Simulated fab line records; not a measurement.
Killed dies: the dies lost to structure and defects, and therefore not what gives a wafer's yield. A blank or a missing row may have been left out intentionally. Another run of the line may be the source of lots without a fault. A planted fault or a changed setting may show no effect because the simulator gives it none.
fab line records	flow sky130
[record] lots = 5	wafers = 15	last-day = 50
route steps=708 shown VIA1@460 METAL2@483 PAD_OPEN@708
lots that met no fault: from a run of the same line without faults
start-h: the number of hours between the record's first day and the start of the first shown wafer of the lot	wait-h: how many hours have passed since the lot's step before this one	" unchanged from the row above	L1.1+2: a row that stands for several wafers	- no value, or no start given	* or withheld: withheld	< > ~ a bound
route shown NAME@n: NAME is a module with steps in the file, n the number in the route of the first one	usual: mean/standard deviation of fault-free wafers	same: alike in all rows	chamber/n: place in a boat	sites: per-site readings	_std_site: the standard deviation of these	_edge_site: mean of outer sites minus mean of inner sites	radius-mm: for every site, how far away it sits from the centre of the wafer	mask NAME#n: copy n	behind: the tool/chamber that last shaped the wafer	hold: the reason the lot was held/the length of the hold in hours/how it ended	device: which transistor (n, p or np) failed to switch	end of line: the tests these same wafers got at the end of their route	a step without rows: its recipe alone	killed: at the first sort, the dies lost to defects and structure; wafer yield is something else	map: shows each die of a wafer: x if killed, . if not, _ if none is there
set.NAME: setting as actually run; set.NAME@STEP: the setting as run at that earlier step	model.NAME: the simulator's own value behind a step, which no gauge read
certain route steps with their lots: each step a table, each wafer a row
services: the hour from which a tool's chamber was out of use, counted from the record's first day as start-h (under 0 if before that day), plus the number of hours and why
[[steps]]
[step SKY_VIA1_CMP_02]
[recipe] material = SiO2	down-force-psi = 4	platen-rpm = 60	pad-velocity-m-s = 0.94248
[usual] motor-current-A = 12.2/0.92
lot.wafer	tool	chamber	start-h	wait-h	motor-current-A
L638.3	cmp-02	0	763.57	0.0	12.5
L638.4	"	3	"	"	11.5
L638.6	"	1	"	"	13.3
L646.2	cmp-01	0	822.01	0.1	12.2
L646.5	"	2	"	"	12.4
L646.6	"	3	"	"	12.1
L654.2	cmp-02	1	896.75	0.2	14.7
L654.6	"	2	"	"	11.9
L654.5	"	3	"	"	11.6
L656.4	cmp-02	3	904.41	0.1	10.9
L656.3	"	0	"	"	12.0
L656.5	"	2	"	"	11.4
L659.4	cmp-01	1	941.28	0.2	12.1
L659.2	"	3	"	"	12.1
L659.5	"	1	"	"	12.0
[step SKY_VIA1_BOW_MEAS_03]
[recipe] mode = bow
[usual] VIA1_BOW = 80/7.2
lot.wafer	tool	chamber	start-h	wait-h	VIA1_BOW[um]
L638.3	film-metro-01	-	763.91	0.3	80
L638.4	"	-	"	"	78
L638.6	"	-	"	"	77
L646.2	film-metro-02	-	822.23	0.2	84
L646.5	"	-	"	"	77
L646.6	"	-	"	"	95
L654.2	film-metro-01	-	896.92	0.1	88
L654.5	"	-	"	"	78
L654.6	"	-	"	"	81
L656.3	film-metro-04	-	904.70	0.2	97
L656.4	"	-	"	"	80
L656.5	"	-	"	"	84
L659.2	film-metro-02	-	941.60	0.2	86
L659.4	"	-	"	"	86
L659.5	"	-	"	"	80
[step SKY_VIA1_DEHYDRATE_04]
[recipe] temp-c = 200	time-s = 60
[step SKY_VIA1_HMDS_05]
[recipe] prime-time-s = 60	prime-temp-c = 120
[step SKY_VIA1_COAT_06]
[recipe] resist = BARC	temp-c = withheld	time-s = withheld	spin-rpm = 3000	resist-thk-nm = 60
[step SKY_VIA1_COAT_07]
[recipe] resist = KrF-thick	spin-rpm = 3000	resist-thk-nm = 450
[step SKY_VIA1_SOFTBAKE_08]
[recipe] temp-c = 100	time-s = 90	resist = KrF-thick
[step SKY_VIA1_EXPOSE_09]
[recipe] mask-id = VIM	na = 0.8	source-shape = annular	sigma-inner = 0.55	sigma-outer = 0.85	target-cd-nm = 150	dose-mj = 38
[step SKY_VIA1_PEB_10]
[recipe] peb-temp-c = withheld	peb-time-s = withheld	resist = KrF-thick
[step SKY_VIA1_DEVELOP_11]
[recipe] develop-time-s = 60	resist = KrF-thick	dev-temp-c = 21
[step SKY_VIA1_CD_MEAS_12]
[recipe] target-cd-nm = 150
[usual] cd-nm = 149.7/1.5
lot.wafer	tool	chamber	start-h	wait-h	cd-nm
L638.3	cd-sem-01	-	791.47	-	150.6
L638.4	"	-	"	"	152.1
L638.6	"	-	"	"	151.3
L646.2	cd-sem-01	-	848.99	-	150.4
L646.5	"	-	"	"	150.4
L646.6	"	-	"	"	149.8
L654.2	cd-sem-01	-	921.88	-	148.8
L654.5	"	-	"	"	148.6
L654.6	"	-	"	"	149.0
L656.3	cd-sem-01	-	929.38	-	146.9
L656.4	"	-	"	"	146.7
L656.5	"	-	"	"	148.4
L659.2	cd-sem-02	-	965.94	-	152.5
L659.4	"	-	"	"	151.0
L659.5	"	-	"	"	151.0
[step SKY_VIA1_OVL_MEAS_13]
[usual] VIA1_OVL = 1/4.9
lot.wafer	tool	chamber	start-h	wait-h	VIA1_OVL[nm]
L638.3	overlay-01	-	791.57	0.1	4
L638.4	"	-	"	"	0
L638.6	"	-	"	"	-4
L646.2	overlay-01	-	849.10	0.1	3
L646.5	"	-	"	"	4
L646.6	"	-	"	"	6
L654.2	overlay-01	-	921.98	0.1	-4
L654.5	"	-	"	"	-3
L654.6	"	-	"	"	-4
L656.3	overlay-01	-	929.47	0.1	6
L656.4	"	-	"	"	2
L656.5	"	-	"	"	-1
L659.2	overlay-02	-	966.05	0.1	7
L659.4	"	-	"	"	9
L659.5	"	-	"	"	5
[step SKY_VIA1_ETCH_14]
[recipe] chemistry = N2/H2	target = BARC	ion-energy-ev = 200	source-w = 500	bias-w = 100	pressure-mtorr = 30	n2-flow-sccm = 100	h2-flow-sccm = 200	stop-on = SiO2	time-s = 45.9	target-depth-a = 600
[usual] bias-w = 100.0/0.31	drypump-motor-current-A = 5.8/0.47	n2-flow-sccm = 100.0/0.32	oes-product-au = 0.855/0.0049	throttle-valve-pct = 13.225/0.0089
lot.wafer	tool	chamber	start-h	wait-h	bias-w	drypump-motor-current-A	n2-flow-sccm	oes-product-au	rf-hours-counter-h	throttle-valve-pct
L638.3	rie-diel-03	0	791.59	0.0	99.6	5.0	100.0	0.863	25	13.239
L638.4	"	1	"	"	100.0	5.6	100.3	0.853	11	13.221
L638.6	"	0	"	"	100.2	5.0	100.1	0.858	-	13.217
L646.2	rie-diel-03	1	849.13	0.0	100.0	5.6	100.0	0.857	13	13.234
L646.5	"	0	"	"	99.8	5.0	100.5	0.854	-	13.233
L646.6	"	1	"	"	100.2	5.6	100.0	0.851	-	13.221
L654.2	rie-diel-04	2	922.01	0.0	99.7	6.3	100.1	0.855	20	13.231
L654.5	"	2	"	"	100.1	6.3	100.4	0.861	-	13.235
L654.6	"	1	"	"	100.3	6.3	100.2	0.860	-	13.222
L656.3	rie-diel-03	3	929.49	0.0	99.9	6.1	100.1	0.852	12	13.228
L656.4	"	0	"	"	99.7	5.0	100.2	0.849	2	13.227
L656.5	"	1	"	"	100.0	5.6	100.0	0.851	-	13.204
L659.2	rie-diel-03	2	966.08	0.0	100.2	5.8	99.6	0.854	17	13.233
L659.4	"	0	"	"	99.9	5.0	100.4	0.851	3	13.213
L659.5	"	0	"	"	99.9	5.0	99.5	0.855	-	13.216
[step SKY_VIA1_ETCH_15]
[recipe] target = SiO2	chemistry = C4F8/O2/Ar	target-depth-nm = 351	stop-on = TiN	mask-material = KrF-thick	source-w = 1500	bias-w = 1200	pressure-mtorr = 40	c4f8-flow-sccm = withheld	O2_flow_sccm = 6	Ar_flow_sccm = 300	time-s = 54
[step SKY_VIA1_STRIP_16]
[recipe] chemistry = O2/N2	power-w = 1400	pressure-mtorr = 1500	platen-temp-c = withheld	o2-flow-sccm = 3000	n2-flow-sccm = 300	overash-fraction = 0.5
[step SKY_VIA1_STRIP_17]
[recipe] chemistry = post-etch-residue-remover	time-s = 1200	temp-c = 72.5
[step SKY_VIA1_CLEAN_18]
[recipe] chemistry = IPA	time-s = 180	temp-c = 25
[step SKY_VIA1_CLEAN_19]
[recipe] chemistry = O3/DIW	dry = n2-spin
[step SKY_VIA1_SPUTTER_20]
[recipe] material = TiN	target-thk-nm = 20	chamber-pressure-pa = 5	power-w = 4000	time-s = 80
[step SKY_VIA1_CVD_21]
[recipe] material = W	target-thk-nm = 270	time-s = 80.902	temp-c = 400	pressure-torr = 40
[step SKY_VIA1_RS_MEAS_22]
[recipe] thk-meas-gauge = four-point-probe	reads = W_of_VIA1_CVD_21+TiN_of_VIA1_SPUTTER_20
[usual] VIA1_W_RS = 0.427/0.0042
lot.wafer	tool	chamber	start-h	wait-h	VIA1_W_RS[ohm/sq]
L638.3	film-metro-04	-	792.46	0.1	0.426
L638.4	"	-	"	"	0.431
L638.6	"	-	"	"	0.434
L646.2	film-metro-04	-	850.32	0.1	0.435
L646.5	"	-	"	"	0.429
L646.6	"	-	"	"	0.424
L654.2	film-metro-02	-	922.87	0.1	0.426
L654.5	"	-	"	"	0.422
L654.6	"	-	"	"	0.416
L656.3	film-metro-02	-	930.37	0.1	0.429
L656.4	"	-	"	"	0.427
L656.5	"	-	"	"	0.434
L659.2	film-metro-01	-	967.26	0.1	0.425
L659.4	"	-	"	"	0.425
L659.5	"	-	"	"	0.428
[step SKY_VIA1_THK_MEAS_23]
[recipe] thk-meas-gauge = xrf	reads = W_of_VIA1_CVD_21
[usual] VIA1_W_THK = 267/3.1
lot.wafer	tool	chamber	start-h	wait-h	VIA1_W_THK[nm]
L638.3	film-metro-04	-	792.56	0.1	267
L638.4	"	-	"	"	264
L638.6	"	-	"	"	263
L646.2	film-metro-04	-	850.43	0.1	264
L646.5	"	-	"	"	267
L646.6	"	-	"	"	269
L654.2	film-metro-02	-	922.98	0.1	265
L654.5	"	-	"	"	268
L654.6	"	-	"	"	271
L656.3	film-metro-02	-	930.47	0.1	264
L656.4	"	-	"	"	265
L656.5	"	-	"	"	260
L659.2	film-metro-01	-	967.37	0.1	270
L659.4	"	-	"	"	270
L659.5	"	-	"	"	265
[step SKY_VIA1_CMP_24]
[recipe] stop-on = SiO2	t-overpolish-s = 15	down-force-psi = 3.5	platen-rpm = 60	target-thk-nm = 0	pad-velocity-m-s = 0.94248
[step SKY_METAL2_SPUTTER_00]
[recipe] material = Ti	target-thk-nm = 15	power-w = 3000	time-s = 10	chamber-pressure-pa = 0.4
[usual] cathode-dc-power-W = 3000.0/0.56	throttle-valve-pct = 29.2/0.9
lot.wafer	tool	chamber	start-h	wait-h	cathode-dc-power-W	throttle-valve-pct
L638.3	pvd-sputter-01	-	793.05	0.1	3000.1	29.1
L638.4	"	-	"	"	2998.9	28.7
L638.6	"	-	"	"	3000.3	29.4
L646.2	pvd-sputter-02	-	850.78	0.2	3000.6	29.1
L646.5	"	-	"	"	2999.3	30.0
L646.6	"	-	"	"	2999.3	31.0
L654.2	pvd-sputter-01	-	923.33	0.2	2999.9	29.4
L654.5	"	-	"	"	3000.6	29.5
L654.6	"	-	"	"	3000.0	29.2
L656.3	pvd-sputter-01	-	930.84	0.2	2999.7	28.5
L656.4	"	-	"	"	3000.3	29.4
L656.5	"	-	"	"	3000.8	30.0
L659.2	pvd-sputter-04	-	967.82	0.1	2999.8	29.9
L659.4	"	-	"	"	2999.8	29.4
L659.5	"	-	"	"	2999.7	29.1
[step SKY_METAL2_SPUTTER_01]
[recipe] material = TiN	target-thk-nm = 20	power-w = 6500	time-s = 16.7	chamber-pressure-pa = 0.4
[step SKY_METAL2_SPUTTER_02]
[recipe] material = AlCu	target-thk-nm = 250	power-w = 10600	time-s = 13.3	chamber-pressure-pa = 0.4
[step SKY_METAL2_SPUTTER_03]
[recipe] material = Ti	target-thk-nm = 5	power-w = 3000	time-s = 3.3	chamber-pressure-pa = 0.4
[step SKY_METAL2_SPUTTER_04]
[recipe] material = TiN	target-thk-nm = 70	power-w = 6500	time-s = 58.3	chamber-pressure-pa = 0.4
[usual] cathode-dc-power-W = 6499.8/1.1	throttle-valve-pct = 29.2/0.94
lot.wafer	tool	chamber	start-h	wait-h	cathode-dc-power-W	throttle-valve-pct
L638.3	pvd-sputter-01	-	793.14	0.0	6500.0	29.1
L638.4	"	-	"	"	6499.6	28.4
L638.6	"	-	"	"	6499.8	29.4
L646.2	pvd-sputter-02	-	850.87	0.0	6498.7	29.3
L646.5	"	-	"	"	6502.9	30.1
L646.6	"	-	"	"	6499.3	31.3
L654.2	pvd-sputter-01	-	923.42	0.0	6501.6	28.9
L654.5	"	-	"	"	6500.3	29.7
L654.6	"	-	"	"	6499.3	29.1
L656.3	pvd-sputter-01	-	930.93	0.0	6497.6	28.7
L656.4	"	-	"	"	6498.3	30.0
L656.5	"	-	"	"	6499.4	29.7
L659.2	pvd-sputter-04	-	967.91	0.0	6498.8	30.0
L659.4	"	-	"	"	6500.9	29.1
L659.5	"	-	"	"	6501.0	29.3
[step SKY_METAL2_RS_MEAS_05]
[recipe] thk-meas-gauge = four-point-probe	reads = TiN_of_METAL2_SPUTTER_04+Ti_of_METAL2_SPUTTER_03+AlCu_of_METAL2_SPUTTER_02+TiN_of_METAL2_SPUTTER_01+Ti_of_METAL2_SPUTTER_00
[usual] METAL2_ALCU_RS = 0.1265/0.0014
lot.wafer	tool	chamber	start-h	wait-h	METAL2_ALCU_RS[ohm/sq]
L638.3	film-metro-04	-	793.23	0.1	0.1248
L638.4	"	-	"	"	0.1265
L638.6	"	-	"	"	0.1244
L646.2	film-metro-03	-	850.94	0.0	0.1303
L646.5	"	-	"	"	0.1282
L646.6	"	-	"	"	0.1284
L654.2	film-metro-02	-	923.49	0.0	0.1254
L654.5	"	-	"	"	0.1251
L654.6	"	-	"	"	0.1252
L656.3	film-metro-02	-	931.02	0.1	0.1280
L656.4	"	-	"	"	0.1256
L656.5	"	-	"	"	0.1266
L659.2	film-metro-02	-	967.98	0.0	0.1266
L659.4	"	-	"	"	0.1249
L659.5	"	-	"	"	0.1238
[step SKY_METAL2_THK_MEAS_06]
[recipe] thk-meas-gauge = xrf	reads = AlCu_of_METAL2_SPUTTER_02
[usual] METAL2_ALCU_THK = 247/3.1
lot.wafer	tool	chamber	start-h	wait-h	METAL2_ALCU_THK[nm]
L638.3	film-metro-04	-	793.33	0.1	249
L638.4	"	-	"	"	244
L638.6	"	-	"	"	248
L646.2	film-metro-03	-	851.05	0.1	240
L646.5	"	-	"	"	242
L646.6	"	-	"	"	242
L654.2	film-metro-02	-	923.60	0.1	252
L654.5	"	-	"	"	252
L654.6	"	-	"	"	251
L656.3	film-metro-02	-	931.12	0.1	246
L656.4	"	-	"	"	249
L656.5	"	-	"	"	249
L659.2	film-metro-02	-	968.09	0.1	247
L659.4	"	-	"	"	253
L659.5	"	-	"	"	253
[step SKY_METAL2_DEHYDRATE_07]
[recipe] temp-c = 200	time-s = 60
[step SKY_METAL2_HMDS_08]
[recipe] prime-time-s = 60	prime-temp-c = 120
[step SKY_METAL2_COAT_09]
[recipe] resist = BARC	temp-c = withheld	time-s = withheld	spin-rpm = 3000	resist-thk-nm = 60
[step SKY_METAL2_COAT_10]
[recipe] resist = KrF-thick	spin-rpm = 3000	resist-thk-nm = 450
[step SKY_METAL2_SOFTBAKE_11]
[recipe] temp-c = 100	time-s = 90	resist = KrF-thick
[step SKY_METAL2_EXPOSE_12]
[recipe] mask-id = MM2	na = 0.8	source-shape = annular	sigma-inner = 0.55	sigma-outer = 0.85	target-cd-nm = 140	dose-mj = 28
[step SKY_METAL2_PEB_13]
[recipe] peb-temp-c = withheld	peb-time-s = withheld	resist = KrF-thick
[step SKY_METAL2_DEVELOP_14]
[recipe] develop-time-s = 60	resist = KrF-thick	dev-temp-c = 21
[step SKY_METAL2_CD_MEAS_15]
[recipe] target-cd-nm = 140
[usual] cd-nm = 139.8/1.7
lot.wafer	tool	chamber	start-h	wait-h	cd-nm
L638.3	cd-sem-02	-	820.15	-	139.0
L638.4	"	-	"	"	138.9
L638.6	"	-	"	"	139.3
L646.2	cd-sem-02	-	877.23	-	139.4
L646.5	"	-	"	"	138.9
L646.6	"	-	"	"	138.9
L654.2	cd-sem-01	-	947.93	-	139.0
L654.5	"	-	"	"	139.6
L654.6	"	-	"	"	140.3
L656.3	cd-sem-01	-	955.93	-	140.6
L656.4	"	-	"	"	139.1
L656.5	"	-	"	"	140.9
L659.2	cd-sem-01	-	991.53	-	141.7
L659.4	"	-	"	"	143.6
L659.5	"	-	"	"	144.1
[step SKY_METAL2_OVL_MEAS_16]
[usual] METAL2_OVL = -3/5
lot.wafer	tool	chamber	start-h	wait-h	METAL2_OVL[nm]
L638.3	overlay-02	-	820.24	0.1	3
L638.4	"	-	"	"	4
L638.6	"	-	"	"	-3
L646.2	overlay-01	-	877.33	0.1	-5
L646.5	"	-	"	"	4
L646.6	"	-	"	"	-2
L654.2	overlay-02	-	948.04	0.1	2
L654.5	"	-	"	"	2
L654.6	"	-	"	"	-5
L656.3	overlay-01	-	956.02	0.1	-7
L656.4	"	-	"	"	-10
L656.5	"	-	"	"	-6
L659.2	overlay-01	-	991.64	0.1	-3
L659.4	"	-	"	"	-5
L659.5	"	-	"	"	-12
[step SKY_METAL2_DESCUM_17]
[recipe] chemistry = O2	source-power-w = 150	bias-power-w = 0	pressure-mtorr = 10	temp-c = 40	time-s = 8
[usual] drypump-motor-current-A = 5.58/0.17	oes-product-au = 1.002/0.0074
lot.wafer	tool	chamber	start-h	wait-h	drypump-motor-current-A	oes-product-au	rf-hours-counter-h
L638.3	rie-metal-02	1	820.27	0.0	5.82	0.999	-
L638.4	"	0	"	"	5.29	1.006	-
L638.6	"	0	"	"	5.28	1.010	-
L646.2	rie-metal-01	0	877.36	0.0	5.65	1.023	11
L646.5	"	1	"	"	5.68	1.006	-
L646.6	"	0	"	"	5.64	1.013	-
L654.2	rie-metal-01	0	948.07	0.0	5.64	0.996	14
L654.5	"	0	"	"	5.66	1.002	-
L654.6	"	1	"	"	5.66	0.989	-
L656.3	rie-metal-02	0	956.05	0.0	5.29	1.005	-
L656.4	"	1	"	"	5.83	0.998	-
L656.5	"	0	"	"	5.28	0.991	-
L659.2	rie-metal-02	1	991.67	0.0	5.79	1.010	7
L659.4	"	0	"	"	5.27	0.996	-
L659.5	"	0	"	"	5.28	0.995	-
[step SKY_METAL2_ETCH_18]
[recipe] chemistry = N2/H2	target = BARC	ion-energy-ev = 200	bias-w = 100	pressure-mtorr = 30	n2-flow-sccm = 100	h2-flow-sccm = 200	icp-w = 500	stop-on = SiO2	time-s = 45.9	target-depth-a = 600
[usual] bias-w = 99.98/0.28	drypump-motor-current-A = 5.59/0.16	n2-flow-sccm = 100.0/0.31	oes-product-au = 0.855/0.0045	throttle-valve-pct = 13.224/0.0088
lot.wafer	tool	chamber	start-h	wait-h	bias-w	drypump-motor-current-A	n2-flow-sccm	oes-product-au	rf-hours-counter-h	throttle-valve-pct
L638.3	rie-metal-02	1	820.32	0.0	99.59	5.82	100.1	0.858	-	13.214
L638.4	"	0	"	"	100.00	5.30	99.5	0.854	-	13.215
L638.6	"	0	"	"	99.90	5.30	99.5	0.854	-	13.210
L646.2	rie-metal-01	0	877.40	0.0	100.17	5.65	99.6	0.850	11	13.217
L646.5	"	1	"	"	99.83	5.69	99.5	0.858	-	13.223
L646.6	"	0	"	"	100.45	5.65	99.8	0.862	-	13.220
L654.2	rie-metal-01	0	948.10	0.0	99.89	5.65	99.8	0.852	14	13.232
L654.5	"	0	"	"	99.99	5.64	99.5	0.855	-	13.242
L654.6	"	1	"	"	99.88	5.68	100.3	0.856	-	13.221
L656.3	rie-metal-02	0	956.09	0.0	99.35	5.30	100.0	0.857	-	13.235
L656.4	"	1	"	"	99.74	5.82	100.3	0.851	-	13.217
L656.5	"	0	"	"	99.73	5.29	100.0	0.860	-	13.236
L659.2	rie-metal-02	1	991.70	0.0	100.51	5.81	100.0	0.860	7	13.234
L659.4	"	0	"	"	100.23	5.30	100.3	0.858	-	13.213
L659.5	"	0	"	"	100.54	5.29	100.2	0.855	-	13.232
[step SKY_PAD_OPEN_PROBE_99]
[usual] defect-limited-yield = 82.4/2	killed_at_M0_to_M3 = 44/6.5	killed_at_M4_up = 3.3/1.7	killed-at-contacts = 25/5.3	killed-at-front-end = 15/5	killed-at-other = 0.2/0.47	killed-dies = 87/9.9	killed-open = 47/8	killed-short = 39/6.1	sort_bin_3_pad_short = 0.9/0.43	sort_bin_5_function = 10.4/1.5	sort_bin_6_memory = 6.2/1.2	sort-n-pass = 405/9.9	sort-yield-pct = 82.4/2
[same] gross-dies = 492	killed-at-back-side = 0	sort_bin_4_leakage[%] = 0	sort_bin_8_speed[%] = 0
lot.wafer	tool	chamber	start-h	wait-h	defect-limited-yield[%]	killed_at_M0_to_M3	killed_at_M4_up	killed-at-contacts	killed-at-front-end	killed-at-other	killed-dies	killed-open	killed-short	sort_bin_3_pad_short[%]	sort_bin_5_function[%]	sort_bin_6_memory[%]	sort-n-pass	sort-yield-pct[%]	model.etest.tester.sort-n-pass	model.etest.tester.sort-yield-pct	model.etest.tester.sort_bin_5_pct	model.etest.tester.sort_bin_3_pct
L638.3	prober-01	-	1075.49	0.2	83.3	42	4	25	11	0	82	51	31	0.6	10.0	6.1	410	83.3	410	83.33	9.959	0.6098
L638.4	prober-01	-	1075.54	0.2	83.7	43	3	25	9	0	80	38	42	1.4	10.4	4.5	412	83.7	412	83.74	10.37	1.423
L638.6	prober-01	-	1075.64	0.2	80.1	49	3	20	26	0	98	55	43	1.2	10.4	8.3	394	80.1	394	80.08	10.37	1.22
L646.2	prober-01	-	1123.43	0.1	80.7	46	3	26	20	0	95	52	43	1.0	11.4	6.9	397	80.7	397	80.69	11.38	1.016
L646.5	prober-01	-	1123.58	0.2	74.0	86	4	26	12	0	128	45	39	2.4	15.2	8.3	364	74.0	364	73.98	15.24	2.439
L646.6	prober-01	-	1123.63	0.2	84.3	43	2	19	13	0	77	48	29	1.2	9.3	5.1	415	84.3	415	84.35	9.35	1.22
L654.2	prober-02	-	1173.70	0.1	84.6	41	4	16	15	0	76	42	34	0.8	8.7	5.9	416	84.6	416	84.55	8.74	0.813
L654.5	prober-02	-	1173.85	0.2	81.1	43	6	21	23	0	93	52	41	1.0	12.0	5.9	399	81.1	399	81.1	11.99	1.016
L654.6	prober-02	-	1173.90	0.2	85.2	43	3	21	4	2	73	45	28	0.4	7.7	6.7	419	85.2	419	85.16	7.724	0.4065
L656.3	prober-01	-	1176.28	0.2	82.3	40	3	30	14	0	87	51	36	0.8	12.2	4.7	405	82.3	405	82.32	12.2	0.813
L656.4	prober-01	-	1176.33	0.2	82.3	41	1	37	7	1	87	57	30	1.8	9.8	6.1	405	82.3	405	82.32	9.756	1.829
L656.5	prober-01	-	1176.38	0.2	85.4	38	6	15	13	0	72	38	34	1.0	7.5	6.1	420	85.4	420	85.37	7.52	1.016
L659.2	prober-01	-	1202.18	0.1	84.3	33	5	22	17	0	77	40	37	0	10.0	5.7	415	84.3	415	84.35	9.959	0
L659.4	prober-01	-	1202.28	0.2	85.2	38	0	23	12	0	73	35	38	1.8	7.7	5.3	419	85.2	419	85.16	7.724	1.829
L659.5	prober-01	-	1202.33	0.2	81.7	48	1	23	18	0	90	52	38	0.4	12.4	5.5	402	81.7	402	81.71	12.4	0.4065
// killed by level:class
L638.3 VIA1:geometric-particle:open=12 LI_CONTACT:geometric-particle:open=10 CONTACT:geometric-particle:open=10 VIA1:geometric-particle:short=8 VIA3:geometric-particle:open=6 VIA2:geometric-particle:open=5 METAL3:geometric-particle:short=5 FIELD_ISO:geometric-particle:open=3
L638.4 VIA1:geometric-particle:open=11 CONTACT:geometric-particle:open=9 METAL2:geometric-particle:short=8 VIA1:geometric-particle:short=7 LOCAL_INTERCONNECT:geometric-particle:short=6 VIA3:geometric-particle:open=5 FIELD_ISO:geometric-particle:open=4 LI_CONTACT:geometric-particle:short=4
L638.6 VIA2:geometric-particle:open=12 FIELD_ISO:geometric-particle:short=9 METAL2:geometric-particle:short=9 CONTACT:geometric-particle:open=8 VIA3:geometric-particle:open=7 POLY_GATE:geometric-particle:short=6 VIA1:geometric-particle:open=6 FIELD_ISO:geometric-particle:open=5
L646.2 CONTACT:geometric-particle:short=9 VIA1:geometric-particle:open=9 POLY_GATE:geometric-particle:open=8 CONTACT:geometric-particle:open=8 VIA3:geometric-particle:open=7 METAL1:geometric-particle:short=7 METAL2:geometric-particle:short=7 LI_CONTACT:geometric-particle:open=6
L646.5 VIA1:unspecified=44 CONTACT:geometric-particle:open=11 METAL1:geometric-particle:short=10 VIA1:geometric-particle:open=6 LI_CONTACT:geometric-particle:open=5 VIA2:geometric-particle:open=5 VIA2:geometric-particle:short=4 VIA3:geometric-particle:open=4
L646.6 VIA2:geometric-particle:open=10 VIA1:geometric-particle:open=9 VIA3:geometric-particle:open=8 CONTACT:geometric-particle:open=7 LI_CONTACT:geometric-particle:open=6 METAL1:geometric-particle:short=5 METAL2:geometric-particle:short=4 FIELD_ISO:geometric-particle:open=3
L654.2 VIA1:geometric-particle:open=12 METAL1:geometric-particle:short=9 FIELD_ISO:geometric-particle:open=7 VIA2:geometric-particle:open=7 CONTACT:geometric-particle:open=5 FIELD_ISO:geometric-particle:short=3 LI_CONTACT:geometric-particle:open=3 LOCAL_INTERCONNECT:geometric-particle:short=3
L654.5 CONTACT:geometric-particle:open=11 VIA1:geometric-particle:open=9 VIA3:geometric-particle:open=7 FIELD_ISO:geometric-particle:open=6 POLY_GATE:geometric-particle:short=6 METAL2:geometric-particle:short=6 FIELD_ISO:geometric-particle:short=5 POLY_GATE:geometric-particle:open=4
L654.6 VIA1:geometric-particle:open=10 VIA2:geometric-particle:open=8 CONTACT:geometric-particle:open=7 VIA3:geometric-particle:open=5 LI_CONTACT:geometric-particle:open=5 LOCAL_INTERCONNECT:geometric-particle:short=5 METAL1:geometric-particle:open=4 METAL1:geometric-particle:short=4
L656.3 VIA1:geometric-particle:open=12 CONTACT:geometric-particle:open=10 CONTACT:geometric-particle:short=9 VIA2:geometric-particle:open=7 LI_CONTACT:geometric-particle:open=5 VIA1:geometric-particle:short=5 VIA3:geometric-particle:open=5 LOCAL_INTERCONNECT:geometric-particle:short=4
L656.4 CONTACT:geometric-particle:open=16 VIA1:geometric-particle:open=15 CONTACT:geometric-particle:short=8 LI_CONTACT:geometric-particle:open=7 VIA3:geometric-particle:open=7 METAL1:geometric-particle:short=4 VIA1:geometric-particle:short=4 VIA2:geometric-particle:open=3
L656.5 VIA1:geometric-particle:open=10 FIELD_ISO:geometric-particle:open=6 CONTACT:geometric-particle:open=6 VIA3:geometric-particle:open=6 METAL4:geometric-particle:short=6 FIELD_ISO:geometric-particle:short=5 VIA1:geometric-particle:short=5 METAL2:geometric-particle:short=5
L659.2 LI_CONTACT:geometric-particle:open=9 VIA2:geometric-particle:open=8 FIELD_ISO:geometric-particle:open=5 VIA3:geometric-particle:open=5 METAL2:geometric-particle:short=5 CONTACT:geometric-particle:open=5 VIA1:geometric-particle:short=5 METAL4:geometric-particle:short=5
L659.4 CONTACT:geometric-particle:open=11 VIA1:geometric-particle:open=7 VIA2:geometric-particle:open=5 METAL3:geometric-particle:short=5 CONTACT:geometric-particle:short=5 VIA1:geometric-particle:short=5 METAL2:geometric-particle:short=5 FIELD_ISO:geometric-particle:short=4
L659.5 VIA1:geometric-particle:open=12 FIELD_ISO:geometric-particle:open=9 VIA2:geometric-particle:short=9 LI_CONTACT:geometric-particle:open=7 VIA2:geometric-particle:open=7 CONTACT:geometric-particle:open=6 VIA3:geometric-particle:open=6 CONTACT:geometric-particle:short=5
// map L646.5 (x killed, . not)
__________.........._________
________.........xx..._______
______.....x.xx..x....x._____
_____.x..........x.xx....____
____.....x..x....xx....x..___
___..x...........x..x......__
__....xxx...x..............._
_..x...x.x...x..x.........x..
_............................
_.xx..xx...xx....x.....x.....
_.x........x..x..xxx........x
_..x....x..........x......xx.
_...xxxxx..x.xx..x....x..x...
_.xxxxxx...x...x.....xxx.....
_x.xxxxxxx..x...........xx...
__xxxxxxxxx....x...x.....x.x_
___xxxxxxxxx..........x....__
____xxxxx.......x.......x.___
_____xxxx...x.x.x........____
______.x.xx..x....x....x_____
________.x......x.x..._______
__________.........._________
// map L659.5 (x killed, . not)
__________.........._________
________..x.x.x.x....._______
______..x.x....x..x...x._____
_____....................____
____.x.xx.....x...x.x.....___
___.x...x...x........x.x...__
__..x......x......xx.....xx._
_.....x.x...........x...x...x
_..x........x....x..x........
_.x.xx.......x.x.x..........x
_x...........x......x......xx
_x.x.x...x.x........x........
_.x........x.x.......x...x...
_.........x.x.........xx..xx.
_..x.....x.x.................
__....................x.x..._
___x....xx.................__
____........x.x........x..___
_____..x......x.x.x....x.____
______.......x.xx..x...._____
________....x.x...x..._______
__________..x....x.x_________
[[services]]
tool	chamber	start-h	hours	kind
cmp-02	-	744.14	4.0	pm
rie-metal-02	-	748.84	2.8	pm
cmp-01	-	762.99	31.6	pm
rie-diel-03	2	775.65	7.6	repair
rie-metal-01	-	793.67	14.6	pm
cmp-02	-	794.59	6.5	pm
rie-metal-02	1	795.94	5.3	repair
cmp-01	-	797.93	1.4	repair
rie-metal-02	0	799.55	5.7	repair
cmp-01	-	803.40	0.2	repair
rie-metal-02	-	804.40	1.4	pm
pvd-sputter-02	-	826.13	1.9	repair
cmp-01	-	827.74	20.7	repair
pvd-sputter-02	-	881.88	6.8	repair
cmp-01	-	900.88	0.4	repair
rie-diel-03	2	907.64	9.7	repair
cmp-02	-	909.04	2.0	repair
cmp-01	-	912.00	4.0	pm
cmp-01	-	936.08	2.0	repair
cmp-02	-	936.36	2.5	repair
cmp-02	-	963.30	0.8	repair
pvd-sputter-02	-	968.13	2.4	repair
pvd-sputter-02	-	968.34	9.6	repair
cmp-02	-	990.35	3.3	repair
[[key]]
[first-sign] step = SKY_PAD_OPEN_PROBE_99	reading = killed_at_M0_to_M3	direction = up	sigmas = 6.5	usual = 44	struck = 86
[effect] step = SKY_PAD_OPEN_PROBE_99	reading = defect-limited-yield	direction = down	sigmas = 4.2	usual = 82.4	struck = 74.0
[model-effect] step = SKY_PAD_OPEN_PROBE_99	value = etest.tester.sort-n-pass	without = 404	struck = 364
met-at SKY_VIA1_ETCH_14
struck-wafers L646.5
onset-between 791.59 849.13
[fault] kind = chamber-particle-source	tool = rie-diel-03	chamber = 0	onset-h = 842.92	steps = SKY_VIA1_ETCH_14	rate-per-visit-cm2 = 0.76506	end-h = 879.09
